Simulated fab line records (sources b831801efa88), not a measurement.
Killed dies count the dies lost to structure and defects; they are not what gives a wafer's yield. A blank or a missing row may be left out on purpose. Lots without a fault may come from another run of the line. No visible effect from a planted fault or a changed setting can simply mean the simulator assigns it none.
Chamber matching ; flow gf180mcu ; GF_POLY_GATE_ETCH_13 on rieSi-02: 4 sister chambers
The step etches poly-Si in HBr/Cl2, stops on SiO2, target depth 198.5 nm, time 69.6 s. 16 wafers are shown with their chamber, then 8 later ones without.

EACH WAFER AND ITS CHAMBER
wafer;chamber;drypumpMotorCurrentA (A);runLengthS (s);oesProductAu (a.u.)
L300.2;3;5.7;97.3;0.991
L300.3;1;6.2;98.1;0.983
L300.6;2;5.5;98.1;0.998
L301.3;1;6.2;98.0;0.985
L301.4;0;5.6;97.5;0.995
L301.5;2;5.5;98.1;0.989
L302.1;2;5.5;98.2;0.991
L302.2;1;6.2;98.0;0.986
L302.4;2;5.5;98.4;0.983
L305.1;0;5.7;98.0;0.997
L305.2;2;5.5;98.3;1.004
L305.5;3;5.6;97.5;0.986
L306.1;3;5.7;97.6;0.988
L306.3;0;5.7;97.9;0.997
L306.5;0;5.7;97.3;0.993
L319.2;3;5.7;97.1;0.999

SIGNATURES (means of the wafers above)
reading;chamber 0;chamber 1;chamber 2;chamber 3;scatter within a chamber
drypumpMotorCurrentA;5.675;6.200;5.500;5.675;0.0354
runLengthS;97.675;98.033;98.220;97.375;0.214
oesProductAu;0.99550;0.98467;0.99300;0.99100;0.00562
Rule: a wafer's distance from a chamber is the root of the sum, over the readings, of the square of ((its reading less the chamber's mean) divided by the reading's scatter). The wafer belongs to the nearest chamber; if the next one is less than 2 further off, it can't be placed. The scatter: the root of (the sum of the squares of (reading less its chamber's mean) over the shown wafers, divided by (wafers less chambers)).

WAFERS WHOSE CHAMBER IS MISSING
wafer;drypumpMotorCurrentA (A);runLengthS (s);oesProductAu (a.u.)
L319.4;5.7;97.3;1.006
L319.5;5.5;98.0;0.998
L320.1;5.7;97.1;0.975
L320.2;5.7;97.6;0.983
L320.4;5.5;97.9;0.991
L322.1;5.6;97.7;0.996
L322.4;5.7;97.7;1.003
L322.6;5.5;98.4;0.993

THE CHAMBER EACH PASSED THROUGH
wafer;from the rows above;in truth
L319.4;can't be placed: 0 or 3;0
L319.5;2;2
L320.1;can't be placed: 3 or 0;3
L320.2;can't be placed: 3 or 0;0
L320.4;2;2
L322.1;can't be placed: 0 or 3 or 2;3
L322.4;can't be placed: 0 or 3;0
L322.6;2;2
Placed correctly: 3 of 8. Cannot be placed on the basis of these rows: 5; the candidates contain the true chamber in 5. 0 placed wrongly.
